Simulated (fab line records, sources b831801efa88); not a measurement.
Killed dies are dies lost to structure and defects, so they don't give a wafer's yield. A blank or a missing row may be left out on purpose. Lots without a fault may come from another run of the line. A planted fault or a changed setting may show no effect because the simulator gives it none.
Chamber matching | flow sky130 | SKY_POLY_GATE_ETCH_15 on rie_diel-02: 4 sister chambers
The step etches BARC in N2/H2, stops on SiO2, time 118.5 s, target depth 110 nm. 7 wafers are shown with their chamber, then 8 later ones without.

WAFERS WITH THEIR CHAMBER
wafer  | chamber | drypump_motor_current_A (A) | rf_fwd_power_W (W)
L739.6 | 2       | 6.2                         | 499.0
L750.2 | 0       | 6.0                         | 494.4
L750.5 | 1       | 5.4                         | 497.7
L752.1 | 0       | 6.0                         | 496.1
L752.2 | 1       | 5.3                         | 499.0
L752.6 | 3       | 5.7                         | 498.4
L755.1 | 3       | 5.6                         | 497.2

WAFERS WITHOUT THEIR CHAMBER
wafer  | drypump_motor_current_A (A) | rf_fwd_power_W (W)
L755.4 | 5.3                         | 498.1
L755.6 | 6.0                         | 492.9
L756.2 | 6.0                         | 495.9
L756.4 | 5.3                         | 499.8
L756.6 | 5.3                         | 499.1
L757.2 | 5.4                         | 497.6
L757.4 | 6.2                         | 497.5
L757.5 | 5.6                         | 500.5

WHICH CHAMBER EACH WENT THROUGH
wafer  | from the rows above | in truth
L755.4 | 1                   | 1
L755.6 | 0                   | 0
L756.2 | 0                   | 0
L756.4 | 1                   | 1
L756.6 | 1                   | 1
L757.2 | 1                   | 1
L757.4 | 2                   | 2
L757.5 | 3                   | 3
Placed correctly: 8 of 8. Can't be placed from these rows: 0. Placed wrongly: 0.
How it was worked out, from the rows above alone: a wafer's distance from a chamber is the root of the sum, over the readings, of the square of ((its reading less the chamber's mean) divided by the reading's scatter). The wafer belongs to the nearest chamber; if the next one is less than 2 further off, it can't be placed. A chamber's mean is the mean of its shown wafers. The scatter: the root of (the sum of the squares of (reading less its chamber's mean) over the shown wafers, divided by (wafers less chambers)).
